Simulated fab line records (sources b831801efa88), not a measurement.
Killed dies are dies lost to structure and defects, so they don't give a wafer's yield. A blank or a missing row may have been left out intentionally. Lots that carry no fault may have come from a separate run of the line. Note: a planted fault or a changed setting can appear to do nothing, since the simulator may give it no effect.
Matching of chambers + flow gf180mcu + GF_V3_ETCH_16 on rie-diel-04 has 4 sister chambers
The step etches BARC in N2/H2. 7 wafers are shown with their chamber, then 8 later ones without.

## EACH WAFER AND ITS CHAMBER
| wafer  | chamber | drypump-motor-current-A (A) | oes-product-au (a.u.) |
|--------|---------|-----------------------------|-----------------------|
| L082.2 | 2       | 6.1                         | 0.847                 |
| L082.4 | 3       | 5.1                         | 0.855                 |
| L087.4 | 3       | 5.1                         | 0.861                 |
| L088.3 | 0       | 6.0                         | 0.859                 |
| L089.3 | 0       | 6.0                         | 0.854                 |
| L089.5 | 1       | 5.4                         | 0.852                 |
| L092.1 | 1       | 5.5                         | 0.861                 |

## WAFERS WITHOUT THEIR CHAMBER
| wafer  | drypump-motor-current-A (A) | oes-product-au (a.u.) |
|--------|-----------------------------|-----------------------|
| L092.2 | 6.0                         | 0.854                 |
| L092.6 | 5.1                         | 0.865                 |
| L095.1 | 6.0                         | 0.851                 |
| L095.4 | 6.1                         | 0.853                 |
| L095.6 | 5.4                         | 0.847                 |
| L096.1 | 6.1                         | 0.856                 |
| L096.4 | 5.1                         | 0.851                 |
| L096.5 | 6.0                         | 0.849                 |

## EACH ONE'S CHAMBER
| wafer  | from the rows above     | in truth |
|--------|-------------------------|----------|
| L092.2 | 0                       | 0        |
| L092.6 | 3                       | 3        |
| L095.1 | can't be placed: 0 or 2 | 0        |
| L095.4 | can't be placed: 2 or 0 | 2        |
| L095.6 | 1                       | 1        |
| L096.1 | can't be placed: 2 or 0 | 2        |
| L096.4 | 3                       | 3        |
| L096.5 | can't be placed: 0 or 2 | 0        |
4 of 8 placed correctly. Not placeable from these rows: 4 (in 4, the candidates include the true chamber). Wrongly placed: 0.
How it was worked out, from the rows above alone: a wafer's distance from a chamber is the root of the sum, over the readings, of the square of ((its reading less the chamber's mean) divided by the reading's scatter). The wafer belongs to the nearest chamber; if the next one is less than 2 further off, it can't be placed. For every chamber, the mean is computed from those of its wafers that are shown. The scatter is the square root of a quotient: the sum, over the shown wafers, of each reading's squared deviation from its chamber's mean, divided by wafers minus chambers.
